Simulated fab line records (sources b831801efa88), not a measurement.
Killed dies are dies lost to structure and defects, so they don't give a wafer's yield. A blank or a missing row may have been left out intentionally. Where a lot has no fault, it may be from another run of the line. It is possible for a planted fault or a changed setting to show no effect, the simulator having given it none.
Which of the tools did it? / flow sky130 / Sampling: 11 lots, 33 wafers, 2 of 708 route steps

## WHAT EACH GAUGE READ, for each wafer
SKY_CAPM_THK_MEAS_01. Usual: for CAPM_CVD_00_THK the level is 15.50 nm and the standard deviation is 0.23.
lot=L514; measured=day 36 01:53; on=film_metro-01; CAPM_CVD_00_THK (nm)=15.18 15.44 15.64; flag=
lot=L513; measured=day 36 03:05; on=film_metro-03; CAPM_CVD_00_THK (nm)=15.58 15.50 15.77; flag=
lot=L515; measured=day 36 19:40; on=film_metro-01; CAPM_CVD_00_THK (nm)=15.79 15.68 15.82; flag=
lot=L516; measured=day 37 00:22; on=film_metro-03; CAPM_CVD_00_THK (nm)=15.12 15.38 15.16; flag=
lot=L518; measured=day 38 13:49; on=film_metro-01; CAPM_CVD_00_THK (nm)=15.76 15.66 15.60; flag=
lot=L523; measured=day 39 06:57; on=film_metro-03; CAPM_CVD_00_THK (nm)=15.61 15.51 15.65; flag=
lot=L524; measured=day 39 22:59; on=film_metro-01; CAPM_CVD_00_THK (nm)=15.73 15.75 15.69; flag=
lot=L526; measured=day 40 13:29; on=film_metro-03; CAPM_CVD_00_THK (nm)=15.50 15.24 15.78; flag=
lot=L529; measured=day 41 08:26; on=film_metro-03; CAPM_CVD_00_THK (nm)=15.27 15.53 15.51; flag=
lot=L532; measured=day 41 23:47; on=film_metro-02; CAPM_CVD_00_THK (nm)=15.17 15.66 15.90; flag=
lot=L535; measured=day 42 14:37; on=film_metro-01; CAPM_CVD_00_THK (nm)=15.26 15.23 15.48; flag=

SKY_METAL3_OVL_MEAS_14. Usual: for METAL3_OVL the level is 0 nm and the standard deviation is 5.9.
lot=L514; measured=day 38 05:16; on=overlay-02; METAL3_OVL (nm)=-5 4 -4; flag=
lot=L513; measured=day 38 06:37; on=overlay-02; METAL3_OVL (nm)=-2 -2 -17; flag=
lot=L515; measured=day 38 22:28; on=overlay-02; METAL3_OVL (nm)=14 13 10; flag=
lot=L516; measured=day 39 03:43; on=overlay-02; METAL3_OVL (nm)=-1 -1 -4; flag=
lot=L518; measured=day 40 15:29; on=overlay-02; METAL3_OVL (nm)=5 -1 1; flag=
lot=L523; measured=day 41 07:22; on=overlay-02; METAL3_OVL (nm)=-1 -6 -4; flag=
lot=L524; measured=day 42 00:23; on=overlay-02; METAL3_OVL (nm)=2 -5 -1; flag=
lot=L526; measured=day 42 16:28; on=overlay-01; METAL3_OVL (nm)=-7 -2 -8; flag=
lot=L529; measured=day 43 10:13; on=overlay-01; METAL3_OVL (nm)=8 7 4; flag=
lot=L532; measured=day 43 21:47; on=overlay-01; METAL3_OVL (nm)=2 3 0; flag=
lot=L535; measured=day 44 11:22; on=overlay-01; METAL3_OVL (nm)=6 7 14; flag=

## EACH LOT AND THE TOOL THAT RAN IT (in order: tool; ch and the chambers of the sampled wafers; start)
There is no process step in the record ahead of these readings.

## AS READ BY THE TOOLS THEMSELVES (means over the sampled wafers that have a number; for cases with no such wafer, the mark the record gives instead)
The record holds no such reading with a usual standard deviation.

## THE ANSWER, worked out from the rows above alone
Rule: a lot counts as off when the mean over its wafers that have a number is more than 3 standard deviations away from the usual mean. Also off: a lot with no number at a reading for which 4 or more lots have one. Where the step has rows for the other lots, those lots are counted as sound. First the gauges in route order, then the tools' own readings, where a lot's mean is used as printed above. At the first step where some lot is off, the reading lying furthest off is the one used; lots without a number count as furthest.
No lot is off at any reading shown: from this, nothing can be told.

## WHAT HAD BEEN PUT IN BY THE SIMULATOR
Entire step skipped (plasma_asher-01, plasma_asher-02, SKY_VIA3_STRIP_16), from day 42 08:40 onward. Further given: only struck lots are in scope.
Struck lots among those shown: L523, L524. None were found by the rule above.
